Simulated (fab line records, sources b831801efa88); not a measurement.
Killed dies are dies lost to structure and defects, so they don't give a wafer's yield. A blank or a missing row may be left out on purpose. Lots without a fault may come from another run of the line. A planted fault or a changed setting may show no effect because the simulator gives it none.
Which tool did it? | flow sky130 | 6 lots, 18 wafers sampled, at 3 steps of a route of 708

WHAT THE GAUGES READ, wafer by wafer
SKY_VT_ADJUST_LVTN_TW_MEAS_10.
lot  | measured     | on            | VT_ADJUST_LVTN_TW
L169 | day 9 13:32  | film_metro-04 | 242.5 241.3 241.5
L173 | day 9 17:20  | film_metro-01 | 241.1 241.2 242.0
L175 | day 10 13:59 | film_metro-04 | 241.8 242.2 242.5
L183 | day 12 15:31 | film_metro-02 | 241.2 241.4 243.0
L184 | day 12 21:03 | film_metro-01 | 216.3 215.9 216.8 217.2 217.9 216.3
L186 | day 13 07:04 | film_metro-01 | 241.9 241.9 242.1

WHICH TOOL RAN EACH LOT (tool, then ch and the chambers of the sampled wafers, then the start)
lot  | SKY_DNWELL_STRIP_08                 | SKY_VT_ADJUST_LVTN_IMPLANT_08
L169 | plasma_asher-01 ch 0, day 5 10:53   | implanter-03 ch 0, day 9 13:17
L173 | plasma_asher-02 ch 0,1, day 5 15:11 | implanter-03 ch 0, day 9 17:05
L175 | plasma_asher-03 ch 0,1, day 6 07:31 | implanter-03 ch 0, day 10 13:44
L183 | plasma_asher-01 ch 1, day 7 22:52   | implanter-03 ch 0, day 12 15:16
L184 | plasma_asher-03 ch 0,1, day 8 03:41 | implanter-03 ch 0, day 12 20:50
L186 | plasma_asher-02 ch 0,1, day 8 12:46 | implanter-04 ch 0, day 13 06:49
- SKY_DNWELL_STRIP_08: strips in O2/N2.
- SKY_VT_ADJUST_LVTN_IMPLANT_08

THE ANSWER, worked out from the rows above alone
Rule: what is usual is taken from the lots themselves. Put in order of their means at a reading, lots are off if they are a third of the lots or fewer, leave a main group of 4 or more, and stand apart from it by a gap of 3 or more times the standard deviation of the main group's means; of several such gaps the widest counts. A main group whose means are all the same, to the digits that the tables above print for the reading, isn't used. A lot without any number at a reading at which 4 lots or more have one is off too. The other lots that the step has rows for count as sound.
Off: L184, at SKY_VT_ADJUST_LVTN_TW_MEAS_10 (VT_ADJUST_LVTN_TW). The main group: mean 241.8, standard deviation 0.24.
A tool fits if, at a process step before that reading, it ran every lot that is off, and no sound lot after the first of them. The gauges at SKY_VT_ADJUST_LVTN_TW_MEAS_10 are tried like those tools. Can't be told from this: 2 tools fit, plasma_asher-03 at SKY_DNWELL_STRIP_08, implanter-03 at SKY_VT_ADJUST_LVTN_IMPLANT_08.

WHAT THE SIMULATOR HAD PUT IN
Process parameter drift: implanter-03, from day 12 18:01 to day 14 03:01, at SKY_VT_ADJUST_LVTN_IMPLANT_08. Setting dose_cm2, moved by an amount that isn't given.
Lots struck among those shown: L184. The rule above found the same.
